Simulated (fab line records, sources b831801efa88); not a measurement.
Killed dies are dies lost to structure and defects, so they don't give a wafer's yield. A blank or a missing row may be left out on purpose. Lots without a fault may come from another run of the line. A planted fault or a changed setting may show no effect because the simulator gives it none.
Problem report in the 8D (eight disciplines) form, filled by code | flow sky130 | the parts of the form that need people (team, actions taken, sign-off) are left out

1. THE PROBLEM
beam_on_s at SKY_NWELL_IMPLANT_12 reads a mean of 11.48 s on 6 wafers of 2 lots; wafers without a fault read 9.99 s with a standard deviation of 0.19. That is +7.9 standard deviations from the usual mean.
First seen on wafer L765.2, day 7 20:42, on implanter-01. The record holds 42 wafers of 14 lots with a number at this step. Rule for "out", or "out of limits": more than 4 standard deviations from the usual mean. The other wafers with a number count as sound.

2. WHAT IT IS AND WHAT IT IS NOT
question                    | is                            | is not
which readings at this step | beam_on_s, faraday_current_uA | -
which lots                  | L765, L769                    | L752, L754, L755, L756, L757, L759, L760, L761, L771, L772, L773, L774
which wafers of those lots  | all that have a number        | -
read on which tools         | implanter-01                  | implanter-03, implanter-04
when                        | from day 7 20:42              | up to then (24 sound wafers); but 12 sound wafers of L771, L772, L773, L774 came after

3. SUSPECTS, AND WHAT RULES EACH OUT
Counting: a tool at a process step up to the reading stays a suspect if it ran every lot that is out and no sound lot after the first of them.
- implanter-01 at SKY_NWELL_IMPLANT_12: kept. It ran every lot that is out, first L765 (day 7 20:42), and no sound lot after that; its last sound lot up to then is L761 (day 6 17:13). Its own readings are out on those wafers: beam_on_s, faraday_current_uA.
Left after counting: implanter-01 at SKY_NWELL_IMPLANT_12.

4. THE CAUSE (what the simulator had put in)
Process parameter drift: implanter-01, from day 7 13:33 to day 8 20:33, at SKY_NWELL_IMPLANT_12. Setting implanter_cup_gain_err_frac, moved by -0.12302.
Counting left only this tool.

5. THE CHAIN OF EFFECTS, in route order
Each row: a reading whose mean over the struck wafers that have a number lies more than 3 standard deviations from the usual. Only readings for which the record gives a usual standard deviation are gone through. hours: the time from each lot's start at the first step in this table that gives one to its start at this step, as a median over the lots. sigmas: the change in usual standard deviations.
hours | step                 | reading            | usual  | on struck wafers | change | sigmas
0     | SKY_NWELL_IMPLANT_12 | beam_on_s          | 9.99 s | 11.48            | +1.49  | +7.9
0     | SKY_NWELL_IMPLANT_12 | faraday_current_uA | 7.34   | 6.38             | -0.96  | -7.4
The process steps in it:
- SKY_NWELL_IMPLANT_12

6. WHAT WOULD HAVE CAUGHT IT SOONER
In this record the first reading out of limits was taken at day 7 20:42, 7 hours after the fault began at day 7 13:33.
